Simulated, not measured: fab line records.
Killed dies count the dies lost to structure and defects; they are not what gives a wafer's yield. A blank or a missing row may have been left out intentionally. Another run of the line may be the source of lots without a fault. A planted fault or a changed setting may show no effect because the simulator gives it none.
Chamber matching    flow sky130    SKY_SPACER_ETCHBACK_02 on rie diel-01: 4 sister chambers
The step etches Si3N4 in CH3F/O2, stops on SiO2, time 46.7 s, target depth 45 nm. 16 wafers are shown with their chamber, then 8 later ones without.

== WAFERS, EACH WITH ITS CHAMBER ==
wafer   chamber  oes product au (a.u.)  throttle valve pct (%)
L501.1  1        0.849                  10.556
L501.2  0        0.858                  10.568
L501.3  3        0.855                  10.557
L502.3  1        0.856                  10.583
L502.5  1        0.864                  10.566
L502.6  2        0.853                  10.560
L503.1  2        0.864                  10.567
L503.2  1        0.848                  10.562
L503.6  1        0.849                  10.562
L505.3  0        0.850                  10.552
L505.4  2        0.847                  10.570
L505.6  1        0.851                  10.553
L507.1  0        0.845                  10.565
L507.3  1        0.849                  10.567
L507.6  2        0.862                  10.561
L508.1  3        0.867                  10.560

SIGNATURES, as means of the wafers listed above
reading             chamber 0  chamber 1  chamber 2  chamber 3  scatter within a chamber
oes product au      0.85100    0.85229    0.85650    0.86100    0.00677
throttle valve pct  10.56167   10.56414   10.56450   10.55850   0.00809
Rule: for a wafer and a chamber, the distance is found by dividing, reading by reading, the gap between the wafer's reading and the chamber's mean by the reading's scatter, squaring, summing and taking the root. The wafer belongs to the nearest chamber; if the next one is less than 2 further off, it can't be placed. The scatter is the square root of a quotient: the sum, over the shown wafers, of each reading's squared deviation from its chamber's mean, divided by wafers minus chambers.

== WAFERS WITHOUT THEIR CHAMBER ==
wafer   oes product au (a.u.)  throttle valve pct (%)
L508.4  0.857                  10.559
L508.5  0.858                  10.558
L516.3  0.853                  10.558
L516.5  0.867                  10.570
L516.6  0.853                  10.564
L518.1  0.858                  10.554
L518.5  0.850                  10.547
L518.6  0.847                  10.557

== THE CHAMBER EACH PASSED THROUGH ==
wafer   from the rows above                in truth
L508.4  can't be placed: 3 or 2 or 1 or 0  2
L508.5  can't be placed: 3 or 2 or 0 or 1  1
L516.3  can't be placed: 0 or 1 or 2 or 3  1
L516.5  can't be placed: 3 or 2 or 1 or 0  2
L516.6  can't be placed: 1 or 0 or 2 or 3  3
L518.1  can't be placed: 3 or 2 or 0 or 1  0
L518.5  can't be placed: 0 or 1 or 3 or 2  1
L518.6  can't be placed: 0 or 1 or 2 or 3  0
0 of 8 placed correctly. Can't be placed from these rows: 8 (the true chamber is among the candidates in 8). Number placed wrongly: 0.
